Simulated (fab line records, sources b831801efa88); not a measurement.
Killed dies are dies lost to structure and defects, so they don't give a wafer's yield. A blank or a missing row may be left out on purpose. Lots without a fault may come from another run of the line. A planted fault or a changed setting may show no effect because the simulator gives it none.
Chamber matching | flow sky130 | SKY_POLY_GATE_ETCH_17 on rie_si-01: 4 sister chambers
The step etches poly-Si in HBr/Cl2, stops on SiO2, target depth 180 nm, time 70.5 s. 4 wafers are shown with their chamber, then 8 later ones without.

WAFERS WITH THEIR CHAMBER
wafer  | chamber | throttle_valve_pct (%)
L996.4 | 2       | 33.691
L108.2 | 1       | 33.682
L108.5 | 3       | 33.682
L108.6 | 0       | 33.679

WAFERS WITHOUT THEIR CHAMBER
wafer  | throttle_valve_pct (%)
L107.3 | 33.693
L107.5 | 33.678
L111.2 | 33.687
L111.4 | 33.682
L111.5 | 33.695
L112.3 | 33.691
L112.5 | 33.683
L112.6 | 33.684

WHICH CHAMBER EACH WENT THROUGH
wafer  | from the rows above               | in truth
L107.3 | 2                                 | 2
L107.5 | can't be placed: 0 or 1 or 3      | 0
L111.2 | can't be placed: 2 or 1 or 3 or 0 | 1
L111.4 | can't be placed: 1 or 3 or 0      | 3
L111.5 | 2                                 | 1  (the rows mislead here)
L112.3 | 2                                 | 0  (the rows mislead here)
L112.5 | can't be placed: 1 or 3 or 0      | 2
L112.6 | can't be placed: 1 or 3 or 0      | 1
Placed correctly: 1 of 8. Can't be placed from these rows: 5 (the true chamber is among the candidates in 4). Placed wrongly: 2.
How it was worked out, from the rows above alone: a wafer's distance from a chamber is the root of the sum, over the readings, of the square of ((its reading less the chamber's mean) divided by the reading's scatter). The wafer belongs to the nearest chamber; if the next one is less than 2 further off, it can't be placed. A chamber's mean is the mean of its shown wafers. The scatter: with one shown wafer a chamber, the root of the mean of the squares of how far each hidden wafer lies from its nearest shown one.
